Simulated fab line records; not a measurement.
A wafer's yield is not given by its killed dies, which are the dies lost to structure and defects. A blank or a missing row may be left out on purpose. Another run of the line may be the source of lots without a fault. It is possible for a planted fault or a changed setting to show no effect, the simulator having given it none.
Matching of chambers :: flow gf180mcu :: pecvd-01 running GF_V2_CVD_02: 3 sister chambers
The step deposits SiO2 from TEOS, target thk 850 nm, time 94.851 s. 6 wafers are shown with their chamber, then 12 later ones without.

EACH WAFER AND ITS CHAMBER
wafer: L085.4
chamber: 1
heater power w (W): 679

wafer: L086.4
chamber: 1
heater power w (W): 694

wafer: L086.5
chamber: 0
heater power w (W): 746

wafer: L087.2
chamber: 0
heater power w (W): 735

wafer: L087.3
chamber: 2
heater power w (W): 854

wafer: L087.4
chamber: 2
heater power w (W): 868

WAFERS WITHOUT THEIR CHAMBER
wafer: L089.1
heater power w (W): 843

wafer: L089.4
heater power w (W): 717

wafer: L089.6
heater power w (W): 768

wafer: L091.1
heater power w (W): 837

wafer: L091.4
heater power w (W): 883

wafer: L091.5
heater power w (W): 683

wafer: L093.2
heater power w (W): 619

wafer: L093.4
heater power w (W): 694

wafer: L093.5
heater power w (W): 778

wafer: L097.4
heater power w (W): 782

wafer: L097.5
heater power w (W): 700

wafer: L097.6
heater power w (W): 744

CHAMBER TAKEN BY EACH
wafer: L089.1
from the rows above: 2
in truth: 2

wafer: L089.4
from the rows above: can't be placed: 0 or 1
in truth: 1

wafer: L089.6
from the rows above: 0
in truth: 0

wafer: L091.1
from the rows above: 2
in truth: 2

wafer: L091.4
from the rows above: 2
in truth: 2

wafer: L091.5
from the rows above: 1
in truth: 1

wafer: L093.2
from the rows above: 1
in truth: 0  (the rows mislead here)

wafer: L093.4
from the rows above: 1
in truth: 1

wafer: L093.5
from the rows above: 0
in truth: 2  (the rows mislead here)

wafer: L097.4
from the rows above: 0
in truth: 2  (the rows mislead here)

wafer: L097.5
from the rows above: 1
in truth: 1

wafer: L097.6
from the rows above: 0
in truth: 0
Correct placement for 8 of the 12. Not placeable from these rows: 1 (in 1, the candidates include the true chamber). Wrongly placed: 3.
How it was worked out, from the rows above alone: a wafer's distance from a chamber is the root of the sum, over the readings, of the square of ((its reading less the chamber's mean) divided by the reading's scatter). The wafer belongs to the nearest chamber; if the next one is less than 2 further off, it can't be placed. Each chamber's mean is taken over the wafers shown for it. The scatter: the root of (the sum of the squares of (reading less its chamber's mean) over the shown wafers, divided by (wafers less chambers)).
